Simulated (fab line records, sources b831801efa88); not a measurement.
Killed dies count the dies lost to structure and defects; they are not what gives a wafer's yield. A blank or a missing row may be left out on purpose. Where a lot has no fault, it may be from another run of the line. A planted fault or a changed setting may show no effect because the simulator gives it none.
Commonality check across tools    flow gf180mcu    45 wafers sampled across 13 lots

## WHY THIS WAS OPENED
GF_VT_IMPLANT_OVL_MEAS_07, reading VT_IMPLANT_OVL: flagged on 2 of 13 lots. No-fault wafers: -0.2 nm, standard deviation 1.5.
Rule: a lot is flagged in two cases, either no wafer of it has a number, or all its wafers with numbers fall more than 4 standard deviations from that mean. The other lots count as sound.

lot   measured      on          VT_IMPLANT_OVL (nm), wafer by wafer  flag
L316  day 5 20:53   overlay-01  -1.6 2.3 0.2                         
L317  day 6 01:51   overlay-01  -0.9 0.0 0.8                         
L318  day 6 09:15   overlay-02  -0.7 -2.1 -1.8                       
L320  day 6 19:40   overlay-02  -0.5 1.3 0.2                         
L321  day 7 02:21   overlay-02  0.8 -0.7 1.0                         
L322  day 7 09:22   overlay-01  -0.7 1.6 -1.3                        
L323  day 7 17:40   overlay-01  -0.4 0.1 -3.5                        
L324  day 8 04:47   overlay-02  -2.9 -1.5 -3.6                       
L326  day 8 13:13   overlay-02  1.1 -1.8 -0.5                        
L331  day 9 21:49   overlay-01  83.8 82.9 82.8 83.2 81.5 81.6        FLAGGED
L332  day 10 03:15  overlay-02  83.7 83.7 81.2 82.5 82.8 79.9        FLAGGED
L337  day 11 07:16  overlay-01  -1.4 -2.1 -1.6                       
L338  day 11 10:31  overlay-01  0.4 -0.6 0.3                         
The mean of the flagged lots' numbers is 82.5 nm, +82.7 nm from the usual (+55 standard deviations).

## WHICH TOOL EACH LOT WENT THROUGH
Before the reading, the record contains 2 process steps out of a 602-step route. Every cell lists first the tool, next ch and the chambers used by the sampled wafers, and last the start.
lot   flag     GF_MVPSD_STRIP_10                     GF_VT_IMPLANT_EXPOSE_04
L316           plasma-asher-04 ch 0,1, day 5 06:10   iline-stepper-02 ch 0, day 5 13:33
L317           plasma-asher-02 ch 0,1, day 5 11:44   iline-stepper-01 ch 0, day 5 19:20
L318           plasma-asher-02 ch 0, day 5 18:57     iline-stepper-02 ch 0, day 6 02:06
L320           plasma-asher-04 ch 0, day 6 04:44     iline-stepper-01 ch 0, day 6 12:38
L321           plasma-asher-04 ch 0,1, day 6 11:26   iline-stepper-02 ch 0, day 6 19:13
L322           plasma-asher-04 ch 0,1, day 6 17:53   iline-stepper-02 ch 0, day 7 01:29
L323           plasma-asher-04 ch 0,1, day 7 01:53   iline-stepper-01 ch 0, day 7 09:53
L324           plasma-asher-03 ch 0,1, day 7 12:46   iline-stepper-02 ch 0, day 7 20:41
L326           plasma-asher-02 ch 0,1, day 7 21:23   iline-stepper-01 ch 0, day 8 05:41
L331  FLAGGED  plasma-asher-03 ch 0,1, day 9 04:11   iline-stepper-01 ch 0, day 9 13:24
L332  FLAGGED  plasma-asher-03 ch 0,1, day 9 10:14   iline-stepper-01 ch 0, day 9 19:05
L337           plasma-asher-02 ch 1, day 10 13:18    iline-stepper-02 ch 0, day 10 22:43
L338           plasma-asher-03 ch 0,1, day 10 16:56  iline-stepper-02 ch 0, day 11 02:25
What the steps here do:
- GF_MVPSD_STRIP_10: strips in O2/N2.
- GF_VT_IMPLANT_EXPOSE_04: exposes mask LVPWELL LV AREA, target cd 600 nm.
- GF_VT_IMPLANT_OVL_MEAS_07

## FLAGGED AGAINST TOTAL, ONE TOOL AT A TIME (gauges that did the reading follow at the end)
step                       tool              lots run  flagged  share of the flagged lots  sound lots run after its first flagged lot
GF_MVPSD_STRIP_10          plasma-asher-02   4         0        none                       -
GF_MVPSD_STRIP_10          plasma-asher-03   4         2        all                        1 (L338)
GF_MVPSD_STRIP_10          plasma-asher-04   5         0        none                       -
GF_VT_IMPLANT_EXPOSE_04    iline-stepper-01  6         2        all                        0
GF_VT_IMPLANT_EXPOSE_04    iline-stepper-02  7         0        none                       -
GF_VT_IMPLANT_OVL_MEAS_07  overlay-01        7         1        some                       2 (L337,L338)
GF_VT_IMPLANT_OVL_MEAS_07  overlay-02        6         1        some                       0

## WHAT THE TABLE PERMITS
2 rows of the table ran every flagged lot: plasma-asher-03 at GF_MVPSD_STRIP_10, iline-stepper-01 at GF_VT_IMPLANT_EXPOSE_04.
- plasma-asher-03 at GF_MVPSD_STRIP_10 ran 4 lots, 2 of them flagged. Sound lots followed the first flagged one (L338) on it, something a lasting fault affecting the whole tool could not allow.
- iline-stepper-01 at GF_VT_IMPLANT_EXPOSE_04 ran 6 lots, 2 of them flagged. Its last sound lot is L326 (day 8 05:41), its first flagged lot L331 (day 9 13:24): a fault that began between those two fits.
iline-stepper-01 at GF_VT_IMPLANT_EXPOSE_04 is the single tool remaining.

## WHAT HAD BEEN PUT IN BY THE SIMULATOR
Scanner matching overlay: iline-stepper-01, from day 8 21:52 on, at GF_VT_IMPLANT_EXPOSE_04. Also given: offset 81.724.
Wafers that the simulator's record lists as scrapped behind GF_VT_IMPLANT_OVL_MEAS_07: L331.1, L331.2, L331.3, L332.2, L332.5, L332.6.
Shown lots that were struck: L331, L332. This agrees with what the rule above found.
